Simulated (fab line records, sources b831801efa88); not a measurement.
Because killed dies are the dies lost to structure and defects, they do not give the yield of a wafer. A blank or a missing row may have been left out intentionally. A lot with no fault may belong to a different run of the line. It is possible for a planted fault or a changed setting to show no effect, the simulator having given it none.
Which tool did it?	flow sky130	Sampling: 12 lots, 36 wafers, 4 of 708 route steps

== WHAT THE GAUGES READ, wafer by wafer ==
Not one reading of a measure or inspect step in the record can be checked against a usual standard deviation.

== EACH LOT AND THE TOOL THAT RAN IT (in order: tool; ch and the chambers of the sampled wafers; start) ==
lot	SKY_POLY_GATE_ETCH_16	SKY_POLY_GATE_STRIP_18	SKY_LDD_HVN_DEVELOP_06	SKY_LDD_LDN_STRIP_12
L324	rie diel-01 ch 2,3, day 17 12:37	plasma asher-01 ch 0,1, day 17 12:46	litho track-04 ch 0, day 21 12:46	plasma asher-04 ch 0,1, day 24 03:10
L326	rie diel-03 ch 0,1,2, day 17 23:03	plasma asher-01 ch 0,1, day 17 23:13	litho track-02 ch 0, day 21 22:36	plasma asher-02 ch 0,1, day 24 12:29
L328	rie diel-01 ch 0,1,2, day 18 09:15	plasma asher-02 ch 0,1, day 18 09:26	litho track-04 ch 0, day 22 08:46	plasma asher-03 ch 0,1, day 24 20:08
L329	rie diel-03 ch 1,2, day 19 01:23	plasma asher-02 ch 0,1, day 19 01:33	litho track-01 ch 0, day 23 00:43	plasma asher-03 ch 0,1, day 25 11:55
L331	rie diel-01 ch 1,2,3, day 19 19:38	plasma asher-01 ch 0,1, day 19 19:48	litho track-04 ch 0, day 23 20:13	plasma asher-02 ch 0,1, day 26 08:26
L334	rie diel-03 ch 0,1,2, day 20 19:22	plasma asher-03 ch 0,1, day 20 19:31	litho track-04 ch 0, day 24 16:59	plasma asher-04 ch 0, day 27 05:15
L335	rie diel-02 ch 2,3, day 21 04:06	plasma asher-02 ch 0,1, day 21 04:17	litho track-02 ch 0, day 25 00:52	plasma asher-04 ch 0,1, day 27 17:31
L337	rie diel-01 ch 0,1,3, day 21 20:59	plasma asher-02 ch 0,1, day 21 21:09	litho track-04 ch 0, day 25 18:26	plasma asher-03 ch 0,1, day 28 05:16
L340	rie diel-01 ch 0,1, day 22 20:41	plasma asher-01 ch 0,1, day 22 20:53	litho track-02 ch 0, day 26 16:28	plasma asher-04 ch 0,1, day 29 01:26
L343	rie diel-02 ch 1,2,3, day 24 23:19	plasma asher-01 ch 0,1, day 24 23:28	litho track-04 ch 0, day 28 17:16	plasma asher-03 ch 0,1, day 31 02:13
L345	rie diel-03 ch 0,1,2, day 25 17:57	plasma asher-03 ch 0,1, day 25 18:07	litho track-04 ch 0, day 29 11:22	plasma asher-03 ch 0,1, day 31 20:15
L344	rie diel-01 ch 0,2,3, day 25 21:27	plasma asher-01 ch 0,1, day 25 21:37	litho track-04 ch 0, day 29 12:52	plasma asher-03 ch 0,1, day 31 20:59
- SKY_POLY_GATE_ETCH_16: etches Si3N4 in CH3F/O2, stops on poly-Si, time 147.5 s, target depth 75 nm.
- SKY_POLY_GATE_STRIP_18: strips in O2/N2.
- SKY_LDD_HVN_DEVELOP_06: develop time 60 s.
- SKY_LDD_LDN_STRIP_12: strips in O2/N2.

== AS READ BY THE TOOLS THEMSELVES (means over the sampled wafers that have a number; for cases with no such wafer, the mark the record gives instead) ==
SKY_POLY_GATE_ETCH_16.
lot	tool	drypump motor current A (A)	oes product au (a.u.)	throttle valve pct (%)
L324	rie diel-01	5.5	0.641	10.533
L326	rie diel-03	5.5	0.634	10.528
L328	rie diel-01	5.4	0.641	10.538
L329	rie diel-03	5.3	0.640	10.539
L331	rie diel-01	5.3	0.645	10.526
L334	rie diel-03	5.4	0.643	10.545
L335	rie diel-02	5.7	0.645	10.535
L337	rie diel-01	5.8	0.642	10.535
L340	rie diel-01	5.6	0.640	10.537
L343	rie diel-02	5.8	0.645	10.540
L345	rie diel-03	5.4	0.644	10.536
L344	rie diel-01	5.7	0.639	10.537

SKY_POLY_GATE_STRIP_18.
lot	tool	drypump motor current A (A)	n2 flow sccm (sccm)	oes product au (a.u.)	strip time to endpoint s (s)
L324	plasma asher-01	5.8	298.7	0.361	3.146
L326	plasma asher-01	5.8	299.9	0.359	3.130
L328	plasma asher-02	5.4	300.5	0.363	3.185
L329	plasma asher-02	5.1	299.8	0.360	3.154
L331	plasma asher-01	5.8	299.8	0.364	3.173
L334	plasma asher-03	5.8	299.3	0.359	3.136
L335	plasma asher-02	5.2	300.3	0.354	3.186
L337	plasma asher-02	5.4	300.7	0.358	3.145
L340	plasma asher-01	5.8	299.6	0.360	3.157
L343	plasma asher-01	5.7	300.4	0.358	3.177
L345	plasma asher-03	6.2	299.8	0.364	3.157
L344	plasma asher-01	5.6	299.4	0.357	3.156

SKY_LDD_HVN_DEVELOP_06.
lot	tool	developer temp C (C)	exhaust pa (Pa)
L324	litho track-04	23.02	45.7
L326	litho track-02	22.90	44.6
L328	litho track-04	22.88	43.9
L329	litho track-01	22.94	44.9
L331	litho track-04	23.05	44.0
L334	litho track-04	21.97	45.0
L335	litho track-02	22.88	45.1
L337	litho track-04	21.98	44.9
L340	litho track-02	23.00	45.8
L343	litho track-04	22.93	45.5
L345	litho track-04	23.00	43.4
L344	litho track-04	23.00	43.6

SKY_LDD_LDN_STRIP_12.
lot	tool	drypump motor current A (A)	n2 flow sccm (sccm)	oes product au (a.u.)	strip time to endpoint s (s)
L324	plasma asher-04	6.1	300.1	0.721	14.33
L326	plasma asher-02	5.4	300.3	0.712	14.37
L328	plasma asher-03	6.2	300.3	0.720	14.32
L329	plasma asher-03	6.2	300.5	0.718	14.34
L331	plasma asher-02	5.4	299.5	0.717	14.36
L334	plasma asher-04	6.4	299.5	0.719	14.39
L335	plasma asher-04	6.3	299.9	0.714	14.41
L337	plasma asher-03	6.2	299.8	0.715	14.33
L340	plasma asher-04	6.3	300.7	0.715	14.38
L343	plasma asher-03	6.2	300.3	0.712	14.38
L345	plasma asher-03	6.2	300.5	0.717	14.37
L344	plasma asher-03	6.2	300.3	0.716	14.34

== THE ANSWER, worked out from the rows above alone ==
Rule: the usual values come from the lots themselves. The widest of any qualifying gaps counts: lots, ordered by their means at a reading, are off when they make up no more than a third of the lots, leave a main group of 4 or more, and stand apart from it by 3 or more times the standard deviation of that group's means. Not used: any main group whose means are identical at the precision the tables above print for the reading. Also off: a lot with no number at a reading for which 4 or more lots have one. The other lots that the step has rows for count as sound. After the gauges, taken in route order, come the tools' own readings; for these a lot's mean is taken, as printed above. At the first step where some lot is off, the reading lying furthest off is the one used; lots without a number count as furthest.
Off at SKY_LDD_HVN_DEVELOP_06 (developer temp C): L334, L337. The main group: mean 22.96 C, standard deviation 0.058.
A tool fits if, at that step or a process step before it, it ran every lot that is off, and no sound lot after the first of them. Not one of the candidates tried fits.

== WHAT WAS PUT IN BY THE SIMULATOR ==
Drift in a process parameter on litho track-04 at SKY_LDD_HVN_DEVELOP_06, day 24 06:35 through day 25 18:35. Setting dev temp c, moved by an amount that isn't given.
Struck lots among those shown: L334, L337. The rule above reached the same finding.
